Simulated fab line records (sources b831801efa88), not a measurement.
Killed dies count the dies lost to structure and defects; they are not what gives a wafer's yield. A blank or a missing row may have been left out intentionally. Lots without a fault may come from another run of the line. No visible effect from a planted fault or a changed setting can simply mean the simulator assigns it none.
fab line records -- flow sky130
record: lots: 7, wafers: 21, lastDay: 51
route steps=708 shown POLY_GATE@234 LDD_N@237
lots with no fault: from the same line, run without faults
startH: the number of hours between the record's first day and the start of the first shown wafer of the lot -- waitH: hours from the lot's prior step to this one -- " the same as in the row above -- L1.1+2: a single row standing in for several wafers -- - either no value or no given start -- * or withheld: withheld -- < > ~ a bound
route shown NAME@n: names a module that has steps shown in the file, with the first one's number in the route -- usual: the fault-free wafers' mean and standard deviation -- same: alike in all rows -- chamber/n: place in a boat -- sites: per-site readings -- _std_site: how widely they spread, as a standard deviation -- _edge_site: inner sites' mean taken away from outer sites' mean -- radiusMm: how far each site lies from the wafer's centre -- mask NAME#n: copy n -- behind: tool/chamber where the wafer was last shaped -- hold: why the lot went on hold/how many hours it stayed there/how the hold came to an end -- device: transistor that didn't switch, given as n, p or np -- end of line: the tests these same wafers got at the end of their route -- for a step that has no rows: nothing shown but its recipe -- killed: not the wafer's yield, but the dies lost to structure and defects at the first sort -- map: a wafer's dies, marking killed ones x, the rest . and places with no die _
set.NAME: the run value of the setting; set.NAME@STEP: its run value at that earlier step -- model.NAME: the simulator's own value behind a step, which no gauge read
a table for each step, a row for each wafer; lots at some steps of the route
services: a tool's chamber out of use, with start hour (startH, from the record's first day; less than 0 if before it), hours out, and reason
== steps ==
step: SKY_POLY_GATE_OXIDATION_20
recipe: tempC: 850, ambient: O2, stabiliseS: 600, purgeS: 300, targetThkA: 40, oxTimeS: 899
step: SKY_POLY_GATE_THK_MEAS_21
recipe: reads: SiO2_of_POLY_GATE_OXIDATION_20
usual: POLY_GATE_OXIDATION_THK: 4.02/0.074
lot.wafer,tool,chamber,startH,waitH,POLY_GATE_OXIDATION_THK[nm]
L963.2,filmMetro-01,-,423.99,0.0,3.91
L963.3,filmMetro-01,-,423.99,0.0,3.93
L963.4,filmMetro-01,-,423.99,0.0,3.95
L970.2,filmMetro-04,-,477.41,0.0,4.02
L970.5,filmMetro-04,-,477.41,0.0,4.05
L970.6,filmMetro-04,-,477.41,0.0,3.91
L971.2,filmMetro-04,-,493.95,0.0,4.06
L971.5,filmMetro-04,-,493.95,0.0,4.12
L971.6,filmMetro-04,-,493.95,0.0,4.15
L972.2,filmMetro-02,-,498.51,0.0,4.01
L972.4,filmMetro-02,-,498.51,0.0,3.96
L972.6,filmMetro-02,-,498.51,0.0,3.98
L979.2,filmMetro-01,-,553.92,0.0,3.89
L979.5,filmMetro-01,-,553.92,0.0,3.97
L979.6,filmMetro-01,-,553.92,0.0,4.06
L980.1,filmMetro-04,-,557.48,0.0,3.92
L980.2,filmMetro-04,-,557.48,0.0,4.10
L980.4,filmMetro-04,-,557.48,0.0,4.09
L982.1,filmMetro-02,-,577.89,0.0,3.99
L982.3,filmMetro-02,-,577.89,0.0,3.99
L982.6,filmMetro-02,-,577.89,0.0,4.06
step: SKY_POLY_GATE_CD_MEAS_22
usual: cdNm: 151.0/2.2
lot.wafer,tool,chamber,startH,waitH,cdNm
L963.2,cdSem-01,-,424.07,0.1,154.3
L963.3,cdSem-01,-,424.07,0.1,154.0
L963.4,cdSem-01,-,424.07,0.1,153.3
L970.2,cdSem-01,-,477.49,0.1,156.6
L970.5,cdSem-01,-,477.49,0.1,153.3
L970.6,cdSem-01,-,477.49,0.1,154.1
L971.2,cdSem-01,-,494.03,0.1,151.1
L971.5,cdSem-01,-,494.03,0.1,149.4
L971.6,cdSem-01,-,494.03,0.1,150.3
L972.2,cdSem-02,-,498.59,0.1,150.0
L972.4,cdSem-02,-,498.59,0.1,150.5
L972.6,cdSem-02,-,498.59,0.1,148.7
L979.2,cdSem-01,-,554.00,0.1,150.8
L979.5,cdSem-01,-,554.00,0.1,146.4
L979.6,cdSem-01,-,554.00,0.1,153.7
L980.1,cdSem-01,-,557.54,0.1,153.8
L980.2,cdSem-01,-,557.54,0.1,151.6
L980.4,cdSem-01,-,557.54,0.1,152.3
L982.1,cdSem-02,-,577.95,0.1,151.1
L982.3,cdSem-02,-,577.95,0.1,153.5
L982.6,cdSem-02,-,577.95,0.1,150.1
step: SKY_LDD_N_DEHYDRATE_00
recipe: tempC: 200, timeS: 60
step: SKY_LDD_N_HMDS_01
recipe: primeTimeS: 60, primeTempC: 120
step: SKY_LDD_N_COAT_02
recipe: resist: NOVOLAK, spinRpm: 3023, resistThkNm: 300
step: SKY_LDD_N_SOFTBAKE_03
recipe: tempC: 90, timeS: 60, resist: NOVOLAK
step: SKY_LDD_N_EXPOSE_04
recipe: maskId: NTM, targetCdNm: 840, na: 0.6, sourceShape: conventional, sigmaOuter: 0.6, doseMj: 110
step: SKY_LDD_N_PEB_05
recipe: tempC: withheld, timeS: *, resist: NOVOLAK
step: SKY_LDD_N_DEVELOP_06
recipe: developTimeS: 60, devTempC: 23
step: SKY_LDD_N_OVL_MEAS_07
usual: LDD_N_OVL: -1.1/1.3
lot.wafer,tool,chamber,startH,waitH,LDD_N_OVL[nm]
L963.2,overlay-01,-,455.20,0.1,-0.2
L963.3,overlay-01,-,455.20,0.1,0.0
L963.4,overlay-01,-,455.20,0.1,0.1
L970.2,overlay-02,-,508.25,0.1,-1.3
L970.5,overlay-02,-,508.25,0.1,-0.8
L970.6,overlay-02,-,508.25,0.1,-0.9
L971.2,overlay-01,-,525.36,0.1,-1.1
L971.5,overlay-01,-,525.36,0.1,-4.5
L971.6,overlay-01,-,525.36,0.1,-1.9
L972.2,overlay-01,-,529.36,0.1,0.2
L972.4,overlay-01,-,529.36,0.1,-1.9
L972.6,overlay-01,-,529.36,0.1,-0.6
L979.2,overlay-01,-,584.67,0.1,-1.2
L979.5,overlay-01,-,584.67,0.1,-1.0
L979.6,overlay-01,-,584.67,0.1,-0.6
L980.1,overlay-02,-,588.26,0.1,-1.4
L980.2,overlay-02,-,588.26,0.1,-1.7
L980.4,overlay-02,-,588.26,0.1,-2.4
L982.1,overlay-01,-,608.24,0.1,-2.3
L982.3,overlay-01,-,608.24,0.1,-0.4
L982.6,overlay-01,-,608.24,0.1,-1.8
step: SKY_LDD_N_IMPLANT_08
recipe: species: As, energyKev: 20, doseCm2: 7.5e+13, tiltDeg: withheld, rotationDeg: 23
step: SKY_LDD_N_IMPLANT_09
recipe: species: As, energyKev: 20, doseCm2: 7.5e+13, tiltDeg: withheld, rotationDeg: 113
usual: beamEnergyKeV: 19.999/0.005, beamOnS: 10.02/0.2, rotationDeg: 113.00/0.028
lot.wafer,tool,chamber,startH,waitH,beamEnergyKeV,beamOnS,rotationDeg
L963.2,implanter-01,0,455.40,0.1,19.990,9.98,113.01
L963.3,implanter-01,0,455.40,0.1,19.998,10.23,112.98
L963.4,implanter-01,0,455.40,0.1,19.995,10.05,113.00
L970.2,implanter-03,-,508.45,0.1,-,-,-
L970.5,implanter-03,-,508.45,0.1,-,-,-
L970.6,implanter-03,-,508.45,0.1,-,-,-
L971.2,implanter-03,-,525.57,0.1,-,-,-
L971.5,implanter-03,-,525.57,0.1,-,-,-
L971.6,implanter-03,-,525.57,0.1,-,-,-
L972.2,implanter-03,-,529.57,0.1,-,-,-
L972.4,implanter-03,-,529.57,0.1,-,-,-
L972.6,implanter-03,-,529.57,0.1,-,-,-
L979.2,implanter-03,0,584.87,0.1,19.999,9.97,113.04
L979.5,implanter-03,0,584.87,0.1,20.003,9.68,112.98
L979.6,implanter-03,0,584.87,0.1,20.003,10.12,113.00
L980.1,implanter-02,0,588.45,0.1,19.996,10.19,112.95
L980.2,implanter-02,0,588.45,0.1,20.000,10.18,113.01
L980.4,implanter-02,0,588.45,0.1,19.999,10.16,112.96
L982.1,implanter-01,0,608.43,0.1,20.012,10.17,113.00
L982.3,implanter-01,0,608.43,0.1,20.003,9.93,112.98
L982.6,implanter-01,0,608.43,0.1,19.995,9.90,112.98
step: SKY_LDD_N_IMPLANT_10
recipe: species: As, energyKev: 20, doseCm2: 7.5e+13, tiltDeg: withheld, rotationDeg: 203
step: SKY_LDD_N_IMPLANT_11
recipe: species: As, energyKev: 20, doseCm2: 7.5e+13, tiltDeg: withheld, rotationDeg: 293
step: SKY_LDD_N_IMPLANT_12
recipe: species: BF2, energyKev: 50, doseCm2: 5e+12, tiltDeg: 30, rotationDeg: 0
step: SKY_LDD_N_IMPLANT_13
recipe: species: BF2, energyKev: 50, doseCm2: 5e+12, tiltDeg: 30, rotationDeg: 90
step: SKY_LDD_N_IMPLANT_14
recipe: species: BF2, energyKev: 50, doseCm2: 5e+12, tiltDeg: 30, rotationDeg: 180
step: SKY_LDD_N_IMPLANT_15
recipe: species: BF2, energyKev: 50, doseCm2: 5e+12, tiltDeg: 30, rotationDeg: 270
step: SKY_LDD_N_STRIP_16
recipe: chemistry: O2/N2, powerW: 1400, pressureMtorr: 1500, platenTempC: withheld, o2FlowSccm: 3000, n2FlowSccm: 300, overashFraction: 0.5
usual: drypumpMotorCurrentA: 5.71/0.29, oesProductAu: 0.406/0.0042, stripTimeToEndpointS: 4.298/0.018
lot.wafer,tool,chamber,startH,waitH,drypumpMotorCurrentA,oesProductAu,rfHoursCounterH,stripTimeToEndpointS
L963.2,plasmaAsher-03,0,456.43,0.1,5.85,0.407,2,4.310
L963.3,plasmaAsher-03,1,456.43,0.1,5.18,0.402,-,4.320
L963.4,plasmaAsher-03,0,456.43,0.1,5.84,0.410,-,4.301
L970.2,plasmaAsher-02,0,509.48,0.1,5.98,0.405,71,4.128
L970.5,plasmaAsher-02,1,509.48,0.1,5.72,0.401,-,4.094
L970.6,plasmaAsher-02,0,509.48,0.1,5.98,0.410,-,4.099
L971.2,plasmaAsher-04,0,526.59,0.1,6.04,0.413,40,4.159
L971.5,plasmaAsher-04,0,526.59,0.1,6.04,0.415,-,4.125
L971.6,plasmaAsher-04,1,526.59,0.1,5.78,0.406,-,4.143
L972.2,plasmaAsher-04,1,530.59,0.1,5.76,0.413,41,4.118
L972.4,plasmaAsher-04,1,530.59,0.1,5.77,0.408,-,4.130
L972.6,plasmaAsher-04,1,530.59,0.1,5.76,0.403,-,4.127
L979.2,plasmaAsher-03,1,585.90,0.1,5.21,0.404,17,4.302
L979.5,plasmaAsher-03,0,585.90,0.1,5.82,0.403,-,4.293
L979.6,plasmaAsher-03,1,585.90,0.1,5.21,0.408,-,4.313
L980.1,plasmaAsher-03,1,589.50,0.1,5.21,0.411,17,4.307
L980.2,plasmaAsher-03,0,589.50,0.1,5.84,0.410,17,4.300
L980.4,plasmaAsher-03,0,589.50,0.1,5.85,0.406,-,4.301
L982.1,plasmaAsher-03,0,609.48,0.1,5.83,0.408,19,4.312
L982.3,plasmaAsher-03,0,609.48,0.1,5.85,0.403,-,4.312
L982.6,plasmaAsher-03,0,609.48,0.1,5.82,0.401,-,4.306
step: SKY_LDD_N_TW_MEAS_17
usual: LDD_N_TW: 2603/31
lot.wafer,tool,chamber,startH,waitH,LDD_N_TW
L963.2,filmMetro-04,-,456.54,0.1,2577
L963.3,filmMetro-04,-,456.54,0.1,2583
L963.4,filmMetro-04,-,456.54,0.1,2571
L970.2,filmMetro-02,-,509.59,0.1,2475
L970.5,filmMetro-02,-,509.59,0.1,2498
L970.6,filmMetro-02,-,509.59,0.1,2486
L971.2,filmMetro-04,-,526.70,0.1,2439
L971.5,filmMetro-04,-,526.70,0.1,2453
L971.6,filmMetro-04,-,526.70,0.1,2439
L972.2,filmMetro-04,-,530.70,0.1,2440
L972.4,filmMetro-04,-,530.70,0.1,2442
L972.6,filmMetro-04,-,530.70,0.1,2452
L979.2,filmMetro-02,-,586.01,0.1,2632
L979.5,filmMetro-02,-,586.01,0.1,2632
L979.6,filmMetro-02,-,586.01,0.1,2648
L980.1,filmMetro-04,-,589.60,0.1,2588
L980.2,filmMetro-04,-,589.60,0.1,2592
L980.4,filmMetro-04,-,589.60,0.1,2586
L982.1,filmMetro-02,-,609.58,0.1,2623
L982.3,filmMetro-02,-,609.58,0.1,2625
L982.6,filmMetro-02,-,609.58,0.1,2625
== services ==
tool,chamber,startH,hours,kind
plasmaAsher-04,-,483.65,28.1,pm
plasmaAsher-02,-,494.67,5.6,repair
implanter-03,-,495.83,3.3,repair
plasmaAsher-02,-,517.89,13.6,pm
implanter-01,-,525.41,4.5,pm
implanter-01,-,532.41,1.4,repair
implanter-01,-,546.90,2.0,repair
implanter-01,-,602.79,2.7,pm
== key ==
firstSign: step: SKY_LDD_N_IMPLANT_09, reading: toolRecord, direction: missing
effect: step: SKY_LDD_N_STRIP_16, reading: stripTimeToEndpointS, direction: down, sigmas: 9.8, usual: *, struck: *
effect: step: SKY_LDD_N_TW_MEAS_17, reading: LDD_N_TW, direction: down, sigmas: 4.7, usual: 2603, struck: 2458
metAt SKY_LDD_N_IMPLANT_09
struckWafers L970.2,L970.5,L970.6,L971.2,L971.5,L971.6,L972.2,L972.4,L972.6
laterRowsLeftOut L970.2,L970.5,L970.6,L971.2,L971.5,L971.6,L972.2,L972.4,L972.6
sortLeftOut L970.2,L970.5,L970.6,L971.2,L971.5,L971.6,L972.2,L972.4,L972.6
testerLeftOut L970,L971,L972
fault: kind: skippedStepWhole, tool: implanter-03, chamber: -, onsetH: 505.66, steps: SKY_LDD_N_IMPLANT_09, scope: struckLotsOnly
testerLeftOut: of these lots the tester's yield and bins aren't shown, on N5 and GAA mostly nor the transistor test; their killed dies are dies lost to structure and defects alone, not to doping, threshold or leakage, so they don't give the yield
sortLeftOut: the simulated sort isn't trusted on such a fault, so these wafers' sort isn't shown, and their yield isn't known
laterRowsLeftOut: the simulator's readings of these wafers behind a module that went badly wrong aren't trusted and aren't shown, but for the sort
